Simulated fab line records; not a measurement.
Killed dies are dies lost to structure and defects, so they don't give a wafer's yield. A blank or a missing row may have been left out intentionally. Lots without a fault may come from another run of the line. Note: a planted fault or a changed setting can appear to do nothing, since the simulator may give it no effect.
Lot-split experiment | flow sfq_line | route with 325 steps; 5 lots, 15 wafers read

== ABOUT THE SPLIT ==
At SFQ_TRILAYER_M1_LITHO_COAT_039 (resist thk 600 nm), the setting resist_thk_nm was moved away from the recipe's 600 nm on 5 of the 15 wafers read, by -2.5% to +5.6%. For the rest of the wafers, this setting stayed at what the recipe calls for.

== FROM THE SPLIT TO THE READING: what the file shows between them, 4 steps ==
- SFQ_TRILAYER_M1_LITHO_SOFTBAKE_043
- SFQ_TRILAYER_M1_LITHO_EXPOSE_040: exposes mask M1, target cd 500 nm
- SFQ_TRILAYER_M1_LITHO_DEVELOP_041: time 60 s
- SFQ_TRILAYER_M1_BARC_OPEN_METAL_ETCH_054: etches BARC in O2, target depth 125 nm, time 41.7 s

== THE READING ==
KrF_of_TRILAYER_M1_LITHO_COAT_039.thk_nm (the simulator's own value, which no gauge read), in nm, at SFQ_TRILAYER_M1_ETCH_METAL_ETCH_042 (etches Nb in Cl2/Ar, stops on SiO2, target depth 240 nm, time 120 s). There is no usual value for it anywhere in the file. Average 383.3 nm, standard deviation 3.2 nm, over the 10 wafers here run with the recipe.

wafer  | tool, chamber at the split | resist_thk_nm as run, nm | against the recipe | KrF_of_TRILAYER_M1_LITHO_COAT_039.thk_nm, nm | against lot-mates on the recipe
L077.3 | litho_track-03, 0          | 618.2                    | +3.0%              | 405.5                                        | +20.8
L077.4 | litho_track-03, 0          | 600                      | recipe             | 384.7                                        | -
L079.3 | litho_track-01, 0          | 600                      | recipe             | 387.5                                        | -
L079.5 | litho_track-01, 0          | 633.9                    | +5.6%              | 421.9                                        | +34.4
L080.1 | litho_track-01, 0          | 600                      | recipe             | 383.4                                        | -
L080.2 | litho_track-01, 0          | 618.5                    | +3.1%              | 400.3                                        | +17.6
L080.3 | litho_track-01, 0          | 600                      | recipe             | 383.5                                        | -
L080.4 | litho_track-01, 0          | 600                      | recipe             | 381.1                                        | -
L080.6 | litho_track-01, 0          | 618.5                    | +3.1%              | 400.4                                        | +17.7
L081.2 | litho_track-01, 0          | 600                      | recipe             | 377.8                                        | -
L081.3 | litho_track-01, 0          | 584.9                    | -2.5%              | 372.6                                        | -5.4
L081.6 | litho_track-01, 0          | 600                      | recipe             | 378.3                                        | -
L083.2 | litho_track-03, 0          | 600                      | recipe             | 384.4                                        | -
L083.4 | litho_track-03, 0          | 600                      | recipe             | 387.3                                        | -
L083.5 | litho_track-03, 0          | 600                      | recipe             | 385                                          | -

THE FIT
A straight line over all 15 wafers: KrF_of_TRILAYER_M1_LITHO_COAT_039.thk_nm changes by +6.18 nm for each +1% of resist_thk_nm; r = +0.97; the points scatter about the line by 3.4 nm.
The same after taking each lot's own level away (the mean of its wafers on the recipe; 15 wafers): +5.51 nm for each +1%; r = +0.98; scatter 2.6 nm.
On that fit, the largest move of resist_thk_nm shifts the reading by 31 nm.
Measured against the standard deviation above, the lots' own levels, which go from 378.05 to 387.50 nm, span 3.0 times it.
So the slope is not independent of the lot-to-lot level: the two fits are not the same.
Check: with one of the wafers moved furthest among these (+5.6%) left out of the fit, the line predicts +30.3 nm for it against its lot-mates. Against them it came out at +34.4 nm.

== THE WHOLE CHAIN: every reading that the file lists as answering this split, in the file's order ==
step                                     | what it does                                                        | reading                                                                                   | change (the file's fit)              | r (the file's)
SFQ_TRILAYER_M1_LITHO_COAT_039           | resist thk 600 nm                                                   | KrF_of_TRILAYER_M1_LITHO_COAT_039.thk_nm (the simulator's own value, which no gauge read) | +6.02 nm for each +1% of the setting | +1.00
SFQ_TRILAYER_M1_BARC_OPEN_METAL_ETCH_054 | etches BARC in O2, target depth 125 nm, time 41.7 s                 | KrF_of_TRILAYER_M1_LITHO_COAT_039.thk_nm (the simulator's own value, which no gauge read) | +5.91 nm for each +1% of the setting | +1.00
SFQ_TRILAYER_M1_ETCH_METAL_ETCH_042      | etches Nb in Cl2/Ar, stops on SiO2, target depth 240 nm, time 120 s | KrF_of_TRILAYER_M1_LITHO_COAT_039.thk_nm (the simulator's own value, which no gauge read) | +5.63 nm for each +1% of the setting | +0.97

== THE FILE'S OWN FIT ==
KrF_of_TRILAYER_M1_LITHO_COAT_039.thk_nm changes by +5.63 nm for each +1% of resist_thk_nm, r = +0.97.
